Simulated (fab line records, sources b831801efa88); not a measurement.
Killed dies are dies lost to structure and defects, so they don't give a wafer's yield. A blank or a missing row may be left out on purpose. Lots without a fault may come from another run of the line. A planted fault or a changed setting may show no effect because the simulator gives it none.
Which tool did it? | flow sky130 | 24 lots, 72 wafers sampled, at 5 steps of a route of 708

WHAT THE GAUGES READ, wafer by wafer
SKY_LOCAL_INTERCONNECT_RS_MEAS_01: measures by four-point-probe. Usual: LOCAL_INTERCONNECT_TIN_RS 14.26 ohm/sq, standard deviation 0.18.
lot  | measured     | on            | LOCAL_INTERCONNECT_TIN_RS (ohm/sq) | flag
L074 | day 30 01:07 | film_metro-01 | 14.13 14.16 14.28                  |
L075 | day 30 07:20 | film_metro-02 | 14.27 14.40 14.42                  |
L076 | day 30 18:16 | film_metro-01 | 14.52 14.39 14.42                  |
L077 | day 31 03:46 | film_metro-03 | 14.39 14.39 14.40                  |
L078 | day 31 12:53 | film_metro-02 | 14.32 14.32 14.39                  |
L079 | day 31 17:08 | film_metro-01 | 14.03 14.15 14.19                  |
L080 | day 32 01:34 | film_metro-01 | 14.39 14.20 14.36                  |
L081 | day 32 10:04 | film_metro-02 | 14.26 14.28 14.22                  |
L082 | day 32 20:29 | film_metro-02 | 14.23 14.25 14.17                  |
L083 | day 32 21:53 | film_metro-03 | 14.16 14.23 14.27                  |
L084 | day 33 07:38 | film_metro-03 | 14.69 14.63 14.55                  |
L085 | day 33 21:42 | film_metro-02 | 14.49 14.41 14.40                  |
L086 | day 33 22:16 | film_metro-02 | 13.96 14.23 14.15                  |
L087 | day 34 13:15 | film_metro-03 | 14.34 14.44 14.40                  |
L088 | day 34 15:40 | film_metro-01 | 14.31 14.49 14.46                  |
L089 | day 34 21:48 | film_metro-02 | 14.34 14.19 14.41                  |
L090 | day 35 02:34 | film_metro-03 | 13.83 13.88 13.86                  |
L091 | day 35 13:49 | film_metro-03 | 14.04 14.05 14.13                  |
L092 | day 36 02:08 | film_metro-03 | 14.12 14.03 14.18                  |
L093 | day 36 04:19 | film_metro-03 | 14.46 14.56 14.33                  |
L094 | day 36 07:12 | film_metro-03 | 14.01 14.01 14.06                  |
L095 | day 36 14:01 | film_metro-01 | 14.15 14.16 14.19                  |
L096 | day 37 01:38 | film_metro-02 | 14.37 14.32 14.38                  |
L097 | day 37 10:11 | film_metro-01 | 14.12 14.40 14.31                  |

SKY_LOCAL_INTERCONNECT_CD_MEAS_11: target cd 170 nm. Usual: cd_nm 169.7 nm, standard deviation 1.6.
lot  | measured     | on        | cd_nm (nm)        | flag
L074 | day 31 05:26 | cd_sem-02 | 169.0 170.2 168.1 |
L075 | day 31 12:15 | cd_sem-01 | 173.2 171.8 170.8 |
L076 | day 31 21:47 | cd_sem-01 | 170.0 168.9 168.3 |
L077 | day 32 07:20 | cd_sem-01 | 168.7 168.0 168.4 |
L078 | day 32 17:00 | cd_sem-02 | 168.9 166.9 168.3 |
L079 | day 32 20:46 | cd_sem-02 | 171.7 171.1 171.1 |
L080 | day 33 04:58 | cd_sem-02 | 171.4 170.2 170.2 |
L081 | day 33 14:16 | cd_sem-02 | 170.0 170.8 169.0 |
L082 | day 33 23:54 | cd_sem-01 | 171.4 170.7 170.7 |
L083 | day 34 01:56 | cd_sem-01 | 171.4 169.7 169.6 |
L084 | day 34 10:40 | cd_sem-01 | 168.0 168.0 167.4 |
L085 | day 35 00:43 | cd_sem-02 | 170.1 169.6 169.1 |
L086 | day 35 01:34 | cd_sem-02 | 173.8 173.1 172.7 |
L087 | day 35 16:46 | cd_sem-01 | 168.9 169.5 169.1 |
L088 | day 35 18:49 | cd_sem-02 | 170.9 170.4 170.4 |
L089 | day 36 00:44 | cd_sem-01 | 169.2 170.2 170.2 |
L090 | day 36 04:40 | cd_sem-02 | 167.7 168.1 169.5 |
L091 | day 36 16:44 | cd_sem-01 | 168.4 167.5 167.6 |
L092 | day 37 04:30 | cd_sem-01 | 171.5 171.8 170.4 |
L093 | day 37 06:41 | cd_sem-02 | 167.4 168.0 169.0 |
L094 | day 37 09:40 | cd_sem-01 | 165.9 167.8 166.6 |
L095 | day 37 16:41 | cd_sem-02 | 169.9 169.3 167.5 |
L096 | day 38 04:28 | cd_sem-01 | 172.0 171.0 171.8 |
L097 | day 38 13:35 | cd_sem-02 | 169.4 168.9 168.4 |

SKY_VIA1_BOW_MEAS_03. Usual: VIA1_BOW 80 um, standard deviation 7.
lot  | measured     | on            | VIA1_BOW (um) | flag
L074 | day 33 17:20 | film_metro-03 | 78 77 82      |
L075 | day 34 00:22 | film_metro-01 | 78 93 81      |
L076 | day 34 10:38 | film_metro-03 | 82 88 67      |
L077 | day 34 19:30 | film_metro-03 | 63 76 82      |
L078 | day 35 04:48 | film_metro-04 | 86 76 78      |
L079 | day 35 08:34 | film_metro-01 | 75 89 74      |
L080 | day 35 16:14 | film_metro-03 | 79 74 84      |
L081 | day 36 01:21 | film_metro-01 | 79 78 75      |
L082 | day 36 10:28 | film_metro-04 | 85 86 89      |
L083 | day 36 13:40 | film_metro-03 | 85 76 74      |
L084 | day 36 20:56 | film_metro-04 | 81 90 79      |
L085 | day 37 09:49 | film_metro-01 | 75 84 74      |
L086 | day 37 12:40 | film_metro-04 | 81 80 93      |
L087 | day 38 02:17 | film_metro-01 | 69 71 77      |
L088 | day 38 04:17 | film_metro-03 | 91 77 84      |
L089 | day 38 11:13 | film_metro-03 | 70 75 90      |
L090 | day 38 13:49 | film_metro-01 | 91 77 76      |
L091 | day 39 01:44 | film_metro-03 | 83 79 80      |
L092 | day 39 14:06 | film_metro-01 | 83 97 77      |
L093 | day 39 15:11 | film_metro-01 | 73 80 91      |
L094 | day 39 18:34 | film_metro-04 | 84 84 74      |
L095 | day 40 01:24 | film_metro-01 | 81 76 79      |
L096 | day 40 11:48 | film_metro-04 | 74 80 88      |
L097 | day 40 20:32 | film_metro-04 | 73 92 75      |

WHICH TOOL RAN EACH LOT (tool, then ch and the chambers of the sampled wafers, then the start)
lot  | SKY_CONTACT_SPUTTER_23       | SKY_METAL1_SPUTTER_00
L074 | pvd_sputter-04, day 32 11:07 | pvd_sputter-03, day 32 11:46
L075 | pvd_sputter-01, day 32 18:11 | pvd_sputter-02, day 32 18:50
L076 | pvd_sputter-03, day 33 04:14 | pvd_sputter-02, day 33 04:53
L077 | pvd_sputter-04, day 33 13:10 | pvd_sputter-03, day 33 13:49
L078 | pvd_sputter-04, day 33 22:53 | pvd_sputter-03, day 33 23:32
L079 | pvd_sputter-03, day 34 02:39 | pvd_sputter-02, day 34 03:18
L080 | pvd_sputter-01, day 34 10:25 | pvd_sputter-02, day 34 11:10
L081 | pvd_sputter-03, day 34 20:05 | pvd_sputter-02, day 34 20:44
L082 | pvd_sputter-01, day 35 05:34 | pvd_sputter-03, day 35 06:13
L083 | pvd_sputter-04, day 35 08:24 | pvd_sputter-02, day 35 09:05
L084 | pvd_sputter-04, day 35 15:52 | pvd_sputter-03, day 35 16:31
L085 | pvd_sputter-01, day 36 05:37 | pvd_sputter-02, day 36 06:16
L086 | pvd_sputter-04, day 36 07:51 | pvd_sputter-03, day 36 08:30
L087 | pvd_sputter-01, day 36 22:00 | pvd_sputter-04, day 36 22:39
L088 | pvd_sputter-03, day 36 23:49 | pvd_sputter-02, day 37 00:28
L089 | pvd_sputter-04, day 37 05:40 | pvd_sputter-02, day 37 06:19
L090 | pvd_sputter-01, day 37 08:59 | pvd_sputter-03, day 37 09:38
L091 | pvd_sputter-04, day 37 21:04 | pvd_sputter-02, day 37 21:44
L092 | pvd_sputter-04, day 38 09:51 | pvd_sputter-03, day 38 10:30
L093 | pvd_sputter-04, day 38 11:45 | pvd_sputter-03, day 38 12:24
L094 | pvd_sputter-04, day 38 15:17 | pvd_sputter-03, day 38 15:56
L095 | pvd_sputter-03, day 38 21:46 | pvd_sputter-02, day 38 22:25
L096 | pvd_sputter-03, day 39 08:27 | pvd_sputter-04, day 39 09:06
L097 | pvd_sputter-04, day 39 16:51 | pvd_sputter-03, day 39 17:33
- SKY_CONTACT_SPUTTER_23: material TiN, target thk 20 nm, time 80 s.
- SKY_METAL1_SPUTTER_00: material Ti, target thk 15 nm, time 10 s.

WHAT THE TOOLS THEMSELVES READ (means of the sampled wafers that have a number; where no wafer has one, the mark that the record gives instead)
SKY_CONTACT_SPUTTER_23. Usual: throttle_valve_pct 30.1 %, standard deviation 1.2.
lot  | tool           | throttle_valve_pct (%) | flag
L074 | pvd_sputter-04 | 30.2                   |
L075 | pvd_sputter-01 | 30.4                   |
L076 | pvd_sputter-03 | 29.3                   |
L077 | pvd_sputter-04 | 30.7                   |
L078 | pvd_sputter-04 | 29.8                   |
L079 | pvd_sputter-03 | 29.0                   |
L080 | pvd_sputter-01 | 29.8                   |
L081 | pvd_sputter-03 | 30.1                   |
L082 | pvd_sputter-01 | 31.1                   |
L083 | pvd_sputter-04 | 30.1                   |
L084 | pvd_sputter-04 | 30.7                   |
L085 | pvd_sputter-01 | 29.7                   |
L086 | pvd_sputter-04 | 31.2                   |
L087 | pvd_sputter-01 | 31.0                   |
L088 | pvd_sputter-03 | 30.6                   |
L089 | pvd_sputter-04 | 30.7                   |
L090 | pvd_sputter-01 | 29.8                   |
L091 | pvd_sputter-04 | 30.7                   |
L092 | pvd_sputter-04 | 30.6                   |
L093 | pvd_sputter-04 | 30.0                   |
L094 | pvd_sputter-04 | 30.4                   |
L095 | pvd_sputter-03 | 29.0                   |
L096 | pvd_sputter-03 | 29.1                   |
L097 | pvd_sputter-04 | 30.5                   |

SKY_METAL1_SPUTTER_00. Usual: throttle_valve_pct 29.8 %, standard deviation 1.4.
lot  | tool           | throttle_valve_pct (%) | flag
L074 | pvd_sputter-03 | 28.5                   |
L075 | pvd_sputter-02 | 31.5                   |
L076 | pvd_sputter-02 | 30.6                   |
L077 | pvd_sputter-03 | 29.8                   |
L078 | pvd_sputter-03 | 30.3                   |
L079 | pvd_sputter-02 | 30.7                   |
L080 | pvd_sputter-02 | 30.5                   |
L081 | pvd_sputter-02 | 30.6                   |
L082 | pvd_sputter-03 | 29.4                   |
L083 | pvd_sputter-02 | 30.6                   |
L084 | pvd_sputter-03 | 29.1                   |
L085 | pvd_sputter-02 | 29.6                   |
L086 | pvd_sputter-03 | 27.9                   |
L087 | pvd_sputter-04 | 30.2                   |
L088 | pvd_sputter-02 | 29.4                   |
L089 | pvd_sputter-02 | 29.6                   |
L090 | pvd_sputter-03 | 28.6                   |
L091 | pvd_sputter-02 | 29.9                   |
L092 | pvd_sputter-03 | 27.8                   |
L093 | pvd_sputter-03 | 29.8                   |
L094 | pvd_sputter-03 | 28.5                   |
L095 | pvd_sputter-02 | 29.4                   |
L096 | pvd_sputter-04 | 30.4                   |
L097 | pvd_sputter-03 | 29.1                   |

THE ANSWER, worked out from the rows above alone
Rule: a lot is off if the mean of its wafers that have a number lies more than 3 standard deviations from the usual mean. A lot without any number at a reading at which 4 lots or more have one is off too. The other lots that the step has rows for count as sound. The gauges are gone through in route order, then the tools' own readings, and for those a lot's mean is taken as printed above. The first step at which some lot is off is used, and at that step the reading that is off furthest; a lot without a number counts as furthest.
No lot is off at any reading shown: from this, nothing can be told.

WHAT THE SIMULATOR HAD PUT IN
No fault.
